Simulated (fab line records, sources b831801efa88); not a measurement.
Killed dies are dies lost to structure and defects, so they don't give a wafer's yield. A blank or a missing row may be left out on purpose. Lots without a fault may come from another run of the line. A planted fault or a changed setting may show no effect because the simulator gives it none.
Which tool did it? | flow gf180mcu | 24 lots, 72 wafers sampled, at 5 steps of a route of 602

WHAT THE GAUGES READ, wafer by wafer
GF_TOP_METAL_CD_MEAS_14: target cd 440 nm.
lot  | measured     | on        | cd_nm (nm)
L074 | day 27 22:13 | cd_sem-01 | 440.2 440.2 439.8
L075 | day 28 07:12 | cd_sem-01 | 439.5 441.9 439.5
L076 | day 28 15:40 | cd_sem-01 | 441.9 443.1 444.5
L077 | day 28 21:22 | cd_sem-01 | 442.6 442.4 441.2
L078 | day 29 05:47 | cd_sem-01 | 441.9 441.3 443.0
L079 | day 29 14:51 | cd_sem-01 | 443.3 443.0 440.4
L080 | day 29 22:21 | cd_sem-01 | 438.6 438.0 438.6
L081 | day 30 08:36 | cd_sem-02 | 440.5 440.3 443.4
L082 | day 30 15:37 | cd_sem-02 | 444.8 441.8 442.0
L083 | day 30 20:12 | cd_sem-01 | 439.7 441.1 439.1
L084 | day 31 01:17 | cd_sem-01 | 442.7 440.6 442.6
L085 | day 31 05:41 | cd_sem-01 | 437.1 438.8 435.9
L086 | day 31 13:57 | cd_sem-01 | 443.5 446.5 443.1
L087 | day 31 20:17 | cd_sem-01 | 439.5 443.4 440.6
L088 | day 32 03:19 | cd_sem-01 | 435.7 439.0 436.1
L089 | day 32 10:20 | cd_sem-01 | 443.7 442.3 445.2
L090 | day 32 15:54 | cd_sem-02 | 439.0 439.3 441.9
L091 | day 32 21:48 | cd_sem-02 | 440.6 441.4 440.1
L092 | day 33 07:08 | cd_sem-01 | 441.2 440.4 440.3
L093 | day 33 06:11 | cd_sem-01 | 441.7 441.4 441.3
L094 | day 33 12:48 | cd_sem-02 | 441.4 437.5 440.3
L095 | day 33 18:29 | cd_sem-02 | 440.7 440.4 441.5
L096 | day 33 22:35 | cd_sem-02 | 441.3 442.3 442.8
L097 | day 34 07:53 | cd_sem-02 | 442.6 443.4 444.0

WHICH TOOL RAN EACH LOT (tool, then ch and the chambers of the sampled wafers, then the start)
lot  | GF_V2_CMP_26                  | GF_MIM_SPUTTER_00            | GF_MIM_SPUTTER_02            | GF_MIM_CVD_05
L074 | cmp-02 ch 0,3, day 20 05:47   | pvd_sputter-02, day 24 06:52 | pvd_sputter-02, day 24 06:59 | pecvd-04 ch 0,1,2, day 24 07:05
L075 | cmp-01 ch 1,2,3, day 20 13:19 | pvd_sputter-03, day 24 16:25 | pvd_sputter-03, day 24 16:33 | pecvd-01 ch 0,1,2, day 24 16:38
L076 | cmp-02 ch 0,1,3, day 21 02:07 | pvd_sputter-03, day 25 02:01 | pvd_sputter-03, day 25 02:09 | pecvd-01 ch 0,1,2, day 25 02:15
L077 | cmp-01 ch 0,2, day 21 11:17   | pvd_sputter-04, day 25 11:28 | pvd_sputter-04, day 25 11:36 | pecvd-02 ch 1,2, day 25 11:41
L078 | cmp-01 ch 0,1,2, day 21 19:13 | pvd_sputter-03, day 25 18:45 | pvd_sputter-03, day 25 18:53 | pecvd-02 ch 0,1,2, day 25 18:59
L079 | cmp-02 ch 0,3, day 22 05:36   | pvd_sputter-03, day 26 03:58 | pvd_sputter-03, day 26 04:05 | pecvd-02 ch 0,2, day 26 04:11
L080 | cmp-02 ch 1,2,3, day 22 14:46 | pvd_sputter-04, day 26 11:46 | pvd_sputter-04, day 26 11:54 | pecvd-04 ch 0,1,2, day 26 11:59
L081 | cmp-01 ch 0,2,3, day 23 01:22 | pvd_sputter-03, day 26 20:59 | pvd_sputter-03, day 26 21:07 | pecvd-04 ch 0,2, day 26 21:12
L082 | cmp-02 ch 0,2, day 23 12:13   | pvd_sputter-04, day 27 07:22 | pvd_sputter-04, day 27 07:29 | pecvd-02 ch 0,1,2, day 27 07:35
L083 | cmp-02 ch 1,2, day 23 18:55   | pvd_sputter-04, day 27 13:54 | pvd_sputter-04, day 27 14:02 | pecvd-04 ch 1,2, day 27 14:07
L084 | cmp-02 ch 1,2,3, day 24 01:42 | pvd_sputter-03, day 27 19:06 | pvd_sputter-03, day 27 19:14 | pecvd-04 ch 0,1, day 27 19:19
L085 | cmp-02 ch 1,2, day 24 06:21   | pvd_sputter-03, day 28 00:11 | pvd_sputter-03, day 28 00:19 | pecvd-04 ch 0,1, day 28 00:24
L086 | cmp-01 ch 0,2,3, day 24 15:28 | pvd_sputter-04, day 28 08:37 | pvd_sputter-04, day 28 08:45 | pecvd-01 ch 1,2, day 28 08:50
L087 | cmp-01 ch 1,3, day 25 01:50   | pvd_sputter-04, day 28 17:52 | pvd_sputter-04, day 28 18:00 | pecvd-02 ch 1,2, day 28 18:05
L088 | cmp-01 ch 1,2, day 25 10:43   | pvd_sputter-03, day 29 01:04 | pvd_sputter-03, day 29 01:11 | pecvd-01 ch 0,1, day 29 01:17
L089 | cmp-02 ch 0,1,2, day 25 19:12 | pvd_sputter-02, day 29 08:40 | pvd_sputter-02, day 29 08:47 | pecvd-01 ch 0,1,2, day 29 08:53
L090 | cmp-01 ch 0,1, day 25 22:13   | pvd_sputter-04, day 29 12:22 | pvd_sputter-04, day 29 12:30 | pecvd-02 ch 0,2, day 29 12:35
L091 | cmp-02 ch 1,2, day 26 08:09   | pvd_sputter-03, day 29 21:41 | pvd_sputter-03, day 29 21:49 | pecvd-01 ch 0,1, day 29 21:55
L092 | cmp-01 ch 1,2, day 26 15:00   | pvd_sputter-02, day 30 07:39 | pvd_sputter-02, day 30 07:47 | pecvd-04 ch 0,1,2, day 30 07:52
L093 | cmp-02 ch 0,1,3, day 26 19:14 | pvd_sputter-02, day 30 06:01 | pvd_sputter-02, day 30 06:08 | pecvd-01 ch 0,1, day 30 06:14
L094 | cmp-01 ch 0,1,3, day 27 04:07 | pvd_sputter-02, day 30 13:43 | pvd_sputter-02, day 30 13:51 | pecvd-02 ch 0,1,2, day 30 13:56
L095 | cmp-02 ch 0,3, day 27 11:24   | pvd_sputter-04, day 30 20:45 | pvd_sputter-04, day 30 20:53 | pecvd-04 ch 1,2, day 30 20:58
L096 | cmp-02 ch 0,2,3, day 27 16:00 | pvd_sputter-03, day 31 01:06 | pvd_sputter-03, day 31 01:14 | pecvd-04 ch 0,2, day 31 01:19
L097 | cmp-01 ch 0,1,3, day 28 03:04 | pvd_sputter-04, day 31 11:30 | pvd_sputter-04, day 31 11:38 | pecvd-02 ch 0,1,2, day 31 11:43
- GF_V2_CMP_26: polishes, stops on SiO2, t overpolish 15 s, target thk 0 nm.
- GF_MIM_SPUTTER_00: material Ti, target thk 37.5 nm, time 150 s.
- GF_MIM_SPUTTER_02: material AlCu, target thk 450 nm, time 23.9 s.
- GF_MIM_CVD_05: deposits Si3N4, target thk 42 nm, time 29.086 s.

WHAT THE TOOLS THEMSELVES READ (means of the sampled wafers that have a number; where no wafer has one, the mark that the record gives instead)
GF_V2_CMP_26.
lot  | tool   | motor_current_A (A) | overpolish_run_s (s) | time_to_endpoint_s (s)
L074 | cmp-02 | 12.6                | 14.998               | 91
L075 | cmp-01 | 10.6                | 15.000               | 84
L076 | cmp-02 | 12.2                | 15.006               | 87
L077 | cmp-01 | 11.2                | 15.001               | 81
L078 | cmp-01 | 10.8                | 14.991               | 87
L079 | cmp-02 | 12.3                | 15.002               | 87
L080 | cmp-02 | 12.5                | 14.999               | 87
L081 | cmp-01 | 10.9                | 14.999               | 90
L082 | cmp-02 | 11.0                | 15.007               | 84
L083 | cmp-02 | 11.2                | 15.006               | 80
L084 | cmp-02 | 12.2                | 14.992               | 85
L085 | cmp-02 | 11.3                | 14.995               | 81
L086 | cmp-01 | 10.6                | 14.991               | 88
L087 | cmp-01 | 10.6                | 15.001               | 87
L088 | cmp-01 | 10.8                | 15.002               | 84
L089 | cmp-02 | 11.5                | 15.001               | 85
L090 | cmp-01 | 10.9                | 15.006               | 84
L091 | cmp-02 | 11.7                | 15.001               | 81
L092 | cmp-01 | 10.5                | 14.992               | 83
L093 | cmp-02 | 12.3                | 15.001               | 86
L094 | cmp-01 | 10.8                | 15.004               | 89
L095 | cmp-02 | 12.2                | 15.008               | 86
L096 | cmp-02 | 12.2                | 15.005               | 87
L097 | cmp-01 | 10.7                | 15.002               | 87

GF_MIM_SPUTTER_00.
lot  | tool           | throttle_valve_pct (%)
L074 | pvd_sputter-02 | 29.8
L075 | pvd_sputter-03 | 30.3
L076 | pvd_sputter-03 | 30.6
L077 | pvd_sputter-04 | 31.1
L078 | pvd_sputter-03 | 30.4
L079 | pvd_sputter-03 | 30.1
L080 | pvd_sputter-04 | 30.5
L081 | pvd_sputter-03 | 30.7
L082 | pvd_sputter-04 | 30.8
L083 | pvd_sputter-04 | 30.8
L084 | pvd_sputter-03 | 30.6
L085 | pvd_sputter-03 | 30.6
L086 | pvd_sputter-04 | 30.8
L087 | pvd_sputter-04 | 30.7
L088 | pvd_sputter-03 | 30.9
L089 | pvd_sputter-02 | 28.6
L090 | pvd_sputter-04 | 30.2
L091 | pvd_sputter-03 | 29.7
L092 | pvd_sputter-02 | 29.4
L093 | pvd_sputter-02 | 29.4
L094 | pvd_sputter-02 | 29.2
L095 | pvd_sputter-04 | 29.6
L096 | pvd_sputter-03 | 30.2
L097 | pvd_sputter-04 | 29.9

GF_MIM_SPUTTER_02.
lot  | tool           | throttle_valve_pct (%)
L074 | pvd_sputter-02 | 29.6
L075 | pvd_sputter-03 | 30.2
L076 | pvd_sputter-03 | 30.6
L077 | pvd_sputter-04 | 31.1
L078 | pvd_sputter-03 | 30.5
L079 | pvd_sputter-03 | 30.2
L080 | pvd_sputter-04 | 30.7
L081 | pvd_sputter-03 | 30.5
L082 | pvd_sputter-04 | 30.7
L083 | pvd_sputter-04 | 30.7
L084 | pvd_sputter-03 | 30.6
L085 | pvd_sputter-03 | 30.6
L086 | pvd_sputter-04 | 30.7
L087 | pvd_sputter-04 | 31.0
L088 | pvd_sputter-03 | 30.8
L089 | pvd_sputter-02 | 28.9
L090 | pvd_sputter-04 | 30.1
L091 | pvd_sputter-03 | 29.8
L092 | pvd_sputter-02 | 29.4
L093 | pvd_sputter-02 | 29.6
L094 | pvd_sputter-02 | 29.2
L095 | pvd_sputter-04 | 29.3
L096 | pvd_sputter-03 | 30.1
L097 | pvd_sputter-04 | 30.0

GF_MIM_CVD_05.
lot  | tool     | heater_power_w (W)
L074 | pecvd-04 | 712
L075 | pecvd-01 | 683
L076 | pecvd-01 | 681
L077 | pecvd-02 | 627
L078 | pecvd-02 | 631
L079 | pecvd-02 | 617
L080 | pecvd-04 | 727
L081 | pecvd-04 | 764
L082 | pecvd-02 | 604
L083 | pecvd-04 | 657
L084 | pecvd-04 | 709
L085 | pecvd-04 | 685
L086 | pecvd-01 | 621
L087 | pecvd-02 | 633
L088 | pecvd-01 | 727
L089 | pecvd-01 | 714
L090 | pecvd-02 | 577
L091 | pecvd-01 | 709
L092 | pecvd-04 | 711
L093 | pecvd-01 | 665
L094 | pecvd-02 | 610
L095 | pecvd-04 | 636
L096 | pecvd-04 | 778
L097 | pecvd-02 | 603

THE ANSWER, worked out from the rows above alone
Rule: what is usual is taken from the lots themselves. Put in order of their means at a reading, lots are off if they are a third of the lots or fewer, leave a main group of 4 or more, and stand apart from it by a gap of 3 or more times the standard deviation of the main group's means; of several such gaps the widest counts. A main group whose means are all the same, to the digits that the tables above print for the reading, isn't used. A lot without any number at a reading at which 4 lots or more have one is off too. The other lots that the step has rows for count as sound. The gauges are gone through in route order, then the tools' own readings, and for those a lot's mean is taken as printed above. The first step at which some lot is off is used, and at that step the reading that is off furthest; a lot without a number counts as furthest.
No lot is off at any reading shown: from this, nothing can be told.

WHAT THE SIMULATOR HAD PUT IN
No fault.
